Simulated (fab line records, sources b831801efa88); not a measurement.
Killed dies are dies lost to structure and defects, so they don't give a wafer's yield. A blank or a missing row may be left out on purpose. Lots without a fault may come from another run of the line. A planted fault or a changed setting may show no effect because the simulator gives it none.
One fault seen from 2 desks | flow sky130 | each desk has only its own numbers; what lay behind them comes last

THE TOOL OWNER'S DESK: rie_metal-02
The tool's own readings at SKY_METAL1_ETCH_18 (etches BARC in N2/H2, stops on SiO2, time 45.9 s, target depth 60 nm): means of the sampled wafers that have a number, for each lot that ran on this tool. A lot is out of limits, marked OUT, if its mean lies more than 4 standard deviations from the usual mean; the brackets give that distance.
Columns: A = drypump_motor_current_A at SKY_METAL1_ETCH_18, usual 5.6 A; B = he_backside_leak_sccm at SKY_METAL1_ETCH_18, usual 3.27 sccm; C = n2_flow_sccm at SKY_METAL1_ETCH_18, usual 99.9 sccm; D = oes_product_au at SKY_METAL1_ETCH_18, usual 0.855 a.u.; E = throttle_valve_pct at SKY_METAL1_ETCH_18, usual 13.226 %
lot  | first seen here | A   | B    | C     | D     | E
L761 | day 34 19:02    | 6.0 | 3.10 | 100.0 | 0.853 | 13.224
L764 | day 35 05:54    | 5.6 | 3.18 | 100.0 | 0.856 | 13.230
L771 | day 37 10:38    | 5.2 | 2.97 | 99.7  | 0.851 | 13.219
L772 | day 37 17:07    | 5.9 | 3.19 | 99.8  | 0.860 | 13.225
L780 | day 39 19:58    | 6.0 | 3.14 | 99.8  | 0.857 | 13.226
This desk's finding: nothing out of limits on any of the 5 lots.

THE METROLOGY DESK
What the gauges read, lot by lot, whatever tool the lot ran on: means of the sampled wafers that have a number. A lot is out of limits, marked OUT, if its mean lies more than 4 standard deviations from the usual mean; the brackets give that distance.
Columns: A = METAL1_ALCU_THK at SKY_METAL1_THK_MEAS_06, usual 246 nm; B = cd_nm at SKY_METAL1_CD_MEAS_15, usual 140.8 nm; C = METAL1_OVL at SKY_METAL1_OVL_MEAS_16, usual -1 nm
lot  | first seen here | A   | B     | C
L761 | day 33 16:31    | 251 | 140.7 | -3
L764 | day 34 03:34    | 248 | 140.7 | -3
L770 | day 36 06:44    | 248 | 140.2 | 1
L771 | day 36 08:09    | 247 | 140.1 | -3
L772 | day 36 14:48    | 248 | 138.3 | 7
L780 | day 38 18:52    | 243 | 144.1 | -0
This desk's finding: nothing out of limits on any of the 6 lots.

PUT TOGETHER
The tool owner's desk saw nothing out of limits.
The metrology desk saw nothing out of limits.

WHAT THE SIMULATOR HAD PUT IN
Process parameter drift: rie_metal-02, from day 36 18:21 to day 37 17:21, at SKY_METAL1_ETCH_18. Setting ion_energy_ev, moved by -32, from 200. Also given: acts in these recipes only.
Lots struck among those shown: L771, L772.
